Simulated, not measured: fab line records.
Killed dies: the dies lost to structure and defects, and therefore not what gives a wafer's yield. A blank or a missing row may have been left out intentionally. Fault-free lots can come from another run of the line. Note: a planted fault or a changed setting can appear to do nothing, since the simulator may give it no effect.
Problem report in the 8D (eight disciplines) form, filled by code    flow gf180mcu    the parts of the form that need people (team, actions taken, sign-off) are left out

## 1. THE PROBLEM
SALICIDE_TIN_THK at GF_SALICIDE_THK_MEAS_05 reads a mean of 18.07 nm on 1 wafer of 1 lot; wafers without a fault read 20.18 nm with a standard deviation of 0.29. Relative to the usual mean, that is a shift of -7.3 standard deviations.
The step: measures by xrf.
Seen first at day 21 21:40 on film_metro-01, wafer L637.4. At this step, 39 wafers from 13 lots have a number in the record. Rule for "out" (also "out of limits"): further than 4 standard deviations from the usual mean. All remaining wafers that have a number are taken as sound.

## 2. WHAT THIS IS AND IS NOT
question                     is                 is not
which readings at this step  SALICIDE_TIN_THK   -
which lots                   L637               L619, L620, L621, L624, L626, L627, L628, L630, L631, L639, L640, L642
which wafers of those lots   L637.4             L637.3, L637.6
read on which gauges         film_metro-01      film_metro-02, film_metro-03
when                         from day 21 21:40  up to then (29 sound wafers); but 9 sound wafers of L639, L640, L642 came after

## 3. WHAT RULES OUT EACH SUSPECT
Counting: a tool at a process step up to the reading stays a suspect if it ran every lot that is out. Sound lots after the first of them don't rule it out here, since some wafers of a struck lot are sound.
- the gauge at GF_SALICIDE_THK_MEAS_05: kept. All the wafers that are out were read on film_metro-01, and no step on other tools shows them out.
- pvd_sputter-01 at GF_SALICIDE_SPUTTER_03 (material TiN, target thk 20 nm, time 16.7 s): kept. It processed L637, the lot that is out, at day 21 21:30, and its most recent sound lot before then was L620 at day 15 15:44.
After counting, pvd_sputter-01 at GF_SALICIDE_SPUTTER_03 and film_metro-01 at GF_SALICIDE_THK_MEAS_05 remain.

## 4. THE CAUSE (what the simulator had put in)
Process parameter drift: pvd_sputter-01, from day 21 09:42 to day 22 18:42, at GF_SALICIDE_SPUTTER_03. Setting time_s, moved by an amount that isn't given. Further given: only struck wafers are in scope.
Counting left 2 suspects, and this tool is among them.

## 5. SEQUENCE OF EFFECTS, ordered by route
Each row: a reading whose mean over the struck wafers that have a number lies more than 3 standard deviations from the usual. Only readings whose record carries a usual standard deviation are examined. hours: median over the lots of the time between each lot's start at the first step of this table that gives one and its start at this step. sigmas: the change, counted in usual standard deviations.
hours  step                     reading           usual     on struck wafers  change  sigmas
0      GF_SALICIDE_THK_MEAS_05  SALICIDE_TIN_THK  20.18 nm  18.07             -2.11   -7.3
Later measuring or inspecting steps at which every struck wafer that the step has a row for has a number for every such reading, and none has moved that far: GF_CONTACT_THK_MEAS_01.

## 6. HOW IT WOULD HAVE BEEN CAUGHT EARLIER
In this record the first reading out of limits at a measuring or inspecting step was taken at day 21 21:40, 12 hours after the fault began at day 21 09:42.
Of the tool readings at GF_SALICIDE_SPUTTER_03 for which the record gives a usual standard deviation, none was out on any struck wafer, so an alarm limit of 4 standard deviations on them would not have fired.
Lots out: 1; all had begun GF_SALICIDE_SPUTTER_03 on pvd_sputter-01 by day 21 21:40. Holding the tool at that point would not have protected any of them.
